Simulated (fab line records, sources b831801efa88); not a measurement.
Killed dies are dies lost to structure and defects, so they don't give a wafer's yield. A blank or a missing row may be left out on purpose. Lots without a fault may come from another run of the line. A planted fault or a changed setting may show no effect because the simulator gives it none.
A struck lot beside a sound one | flow sky130 | 21 steps out of a route of 708
Sound: wafers L415.1, L415.2, L415.3. Struck: wafers L419.3, L419.5. (L419.4 of the same lot was not struck and is left out.) The cause comes at the end.
At each step with rows: each side's tool, then ch and its chambers, then its first start. Under that, the readings that differ: sound wafers | struck wafers | difference of the means | sigmas: that difference in standard deviations of wafers without a fault.
alike: readings whose means differ by less than 2 such deviations, and words and numbers that are the same on both sides. not compared: withheld readings, readings that some wafer has no value for, bounds like >300 that may hide the same value, and numbers for which the record gives no deviation and whose values overlap.
The two part at a step that has a row with sigmas, a row that says differs or no value, or rows on one side only. Numbers that don't overlap but have no deviation are shown without sigmas and don't part them. A reading that every wafer of one side lacks parts them only if that side has two wafers or more.

SKY_LI_CONTACT_CVD_21: deposits W, target thk 400 nm, time 120.56 s.
  sound on cvd_w-01 ch 0,1, day 29 05:46; struck on cvd_w-02 ch 0, day 31 04:07
  alike: heater_power_w
SKY_LI_CONTACT_RS_MEAS_22: measures by four-point-probe.
  sound on film_metro-03, day 29 05:53; struck on film_metro-04, day 31 04:14
  alike: LI_CONTACT_W_RS
SKY_LI_CONTACT_THK_MEAS_23: measures by xrf.
  sound on film_metro-03, day 29 06:01; struck on film_metro-04, day 31 04:20
  alike: LI_CONTACT_W_THK
SKY_LI_CONTACT_CMP_24: polishes, stops on PSG, t overpolish 20 s, target thk 0 nm.
  sound on cmp-02 ch 0,1,2, day 29 06:07; struck on cmp-02 ch 1,2, day 31 04:22
  alike: edge_zone_pressure_frac, motor_current_A, overpolish_run_s, time_to_endpoint_s
SKY_LOCAL_INTERCONNECT_SPUTTER_00: material TiN, target thk 100 nm, time 83.3 s.
  sound on pvd_sputter-01, day 29 06:22; struck on pvd_sputter-04, day 31 04:40
  alike: chamber_pressure_pa, throttle_valve_pct
SKY_LOCAL_INTERCONNECT_RS_MEAS_01: measures by four-point-probe.
  sound on film_metro-03, day 29 06:26; struck on film_metro-01, day 31 04:46
  alike: LOCAL_INTERCONNECT_TIN_RS
SKY_LOCAL_INTERCONNECT_THK_MEAS_02: measures by xrf.
  sound on film_metro-03, day 29 06:33; struck on film_metro-01, day 31 04:52
  alike: LOCAL_INTERCONNECT_TIN_THK
then, 5 steps without rows for these wafers: SKY_LOCAL_INTERCONNECT_DEHYDRATE_03 (time 60 s); SKY_LOCAL_INTERCONNECT_HMDS_04 (prime time 60 s); SKY_LOCAL_INTERCONNECT_COAT_05 (resist thk 60 nm); SKY_LOCAL_INTERCONNECT_COAT_06 (resist thk 450 nm); SKY_LOCAL_INTERCONNECT_SOFTBAKE_07 (time 90 s).
SKY_LOCAL_INTERCONNECT_EXPOSE_08: exposes mask LI1M, target cd 170 nm.
  sound on krf_scanner-01 ch 0, day 29 20:31; struck on krf_scanner-01 ch 0, day 31 18:31
  alike: mask
then, 2 steps without rows for these wafers: SKY_LOCAL_INTERCONNECT_PEB_09; SKY_LOCAL_INTERCONNECT_DEVELOP_10 (develop time 60 s).
SKY_LOCAL_INTERCONNECT_CD_MEAS_11: target cd 170 nm.
  sound on cd_sem-01, day 30 10:15; struck on cd_sem-02, day 32 07:54
  reading    | sound             | struck      | difference | sigmas
  cd_nm (nm) | 167.0 168.5 169.8 | 115.3 117.1 | -52.2      | -37
SKY_LOCAL_INTERCONNECT_OVL_MEAS_12:
  sound on overlay-01, day 30 10:22; struck on overlay-02, day 32 07:59
  alike: LOCAL_INTERCONNECT_OVL
SKY_LOCAL_INTERCONNECT_ETCH_13: etches BARC in N2/H2, stops on SiO2, time 45.9 s, target depth 60 nm.
  sound on rie_metal-03 ch 0,1, day 30 10:24; struck on rie_metal-02 ch 0, day 32 08:04
  reading                             | sound             | struck      | difference | sigmas
  drypump_motor_current_A (A)         | 6.3 6.0 6.2       | 5.0 5.0     | -1.2       | -2
  model.LOCAL_INTERCONNECT.cd_nm (nm) | 165.7 168.8 168.6 | 115.9 117.5 | -51.0      |
  alike: bias_w, chamber_pressure_mTorr, oes_product_au, throttle_valve_pct
  not compared: rf_hours_counter_h
SKY_LOCAL_INTERCONNECT_METAL_ETCH_14: etches TiN in Cl2/BCl3, stops on PSG, target depth 110 nm, time 31.4 s.
  sound on rie_metal-03 ch 0,1, day 30 10:28; struck on rie_metal-02 ch 0, day 32 08:11
  reading                             | sound             | struck    | difference | sigmas
  drypump_motor_current_A (A)         | 6.3 6.0 6.2       | 5.0 5.0   | -1.2       | -2
  model.LOCAL_INTERCONNECT.cd_nm (nm) | 166.6 168.6 169.9 | 116 117.1 | -52        |
  alike: bias_w, chamber_pressure_mTorr, oes_product_au, throttle_valve_pct
  not compared: rf_hours_counter_h
SKY_LOCAL_INTERCONNECT_STRIP_15: strips in O2/N2.
  sound on plasma_asher-04 ch 0,1, day 30 10:31; struck on plasma_asher-01 ch 0, day 32 08:17
  reading                     | sound       | struck  | difference | sigmas
  drypump_motor_current_A (A) | 6.2 6.5 6.2 | 4.8 4.8 | -1.5       | -3
  alike: chamber_pressure_mTorr, oes_product_au, strip_time_to_endpoint_s
  not compared: rf_hours_counter_h
-- the record jumps here: 15 days lie between the struck wafers' starts before and after (it left off in module LOCAL_INTERCONNECT and takes up again in module PAD_OPEN, whose first step shown is number 708 of the route) --
SKY_PAD_OPEN_PROBE_99:
  sound on prober-01, day 45 18:32; struck on prober-01, day 47 05:14
  reading            | sound    | struck  | difference | sigmas
  killed_at_contacts | 30 23 27 | 429 428 | +402       | +70
  killed_dies        | 86 84 83 | 492 492 | +408       | +47
  killed_on_rim      | 17 17 17 | 96 96   | +79        | +20
  alike: killed_at_M0_to_M3, killed_at_M4_up, killed_at_front_end, killed_at_other, killed_open, killed_short

WHERE THEY PART
First at SKY_LOCAL_INTERCONNECT_CD_MEAS_11; last, within this record, at SKY_PAD_OPEN_PROBE_99.

WHY: what the simulator had put in
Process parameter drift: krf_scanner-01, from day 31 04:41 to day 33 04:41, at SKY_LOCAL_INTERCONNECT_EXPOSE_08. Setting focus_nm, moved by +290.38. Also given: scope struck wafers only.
